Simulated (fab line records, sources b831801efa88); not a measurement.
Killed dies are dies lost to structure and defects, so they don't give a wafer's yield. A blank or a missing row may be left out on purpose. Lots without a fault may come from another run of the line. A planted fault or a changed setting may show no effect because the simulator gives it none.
Chamber matching | flow sky130 | SKY_VIA3_CMP_24 on cmp-02: 4 sister chambers
The step polishes, stops on SiO2, t overpolish 20 s, target thk 0 nm. 4 wafers are shown with their chamber, then 9 later ones without.

WAFERS WITH THEIR CHAMBER
wafer  | chamber | time_to_endpoint_s (s)
L218.5 | 0       | 98
L218.6 | 1       | 100
L221.1 | 3       | 93
L221.5 | 2       | 95

WAFERS WITHOUT THEIR CHAMBER
wafer  | time_to_endpoint_s (s)
L222.1 | 92
L222.3 | 92
L222.5 | 93
L224.1 | 86
L224.2 | 91
L224.3 | 93
L231.2 | 93
L231.3 | 94
L231.5 | 90

WHICH CHAMBER EACH WENT THROUGH
wafer  | from the rows above               | in truth
L222.1 | can't be placed: 3 or 2 or 0      | 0
L222.3 | can't be placed: 3 or 2 or 0      | 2
L222.5 | can't be placed: 3 or 2 or 0      | 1
L224.1 | can't be placed: 3 or 2 or 0      | 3
L224.2 | can't be placed: 3 or 2 or 0      | 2
L224.3 | can't be placed: 3 or 2 or 0      | 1
L231.2 | can't be placed: 3 or 2 or 0      | 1
L231.3 | can't be placed: 2 or 3 or 0 or 1 | 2
L231.5 | can't be placed: 3 or 2 or 0      | 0
Placed correctly: 0 of 9. Can't be placed from these rows: 9 (the true chamber is among the candidates in 6). Placed wrongly: 0.
How it was worked out, from the rows above alone: a wafer's distance from a chamber is the root of the sum, over the readings, of the square of ((its reading less the chamber's mean) divided by the reading's scatter). The wafer belongs to the nearest chamber; if the next one is less than 2 further off, it can't be placed. A chamber's mean is the mean of its shown wafers. The scatter: with one shown wafer a chamber, the root of the mean of the squares of how far each hidden wafer lies from its nearest shown one.
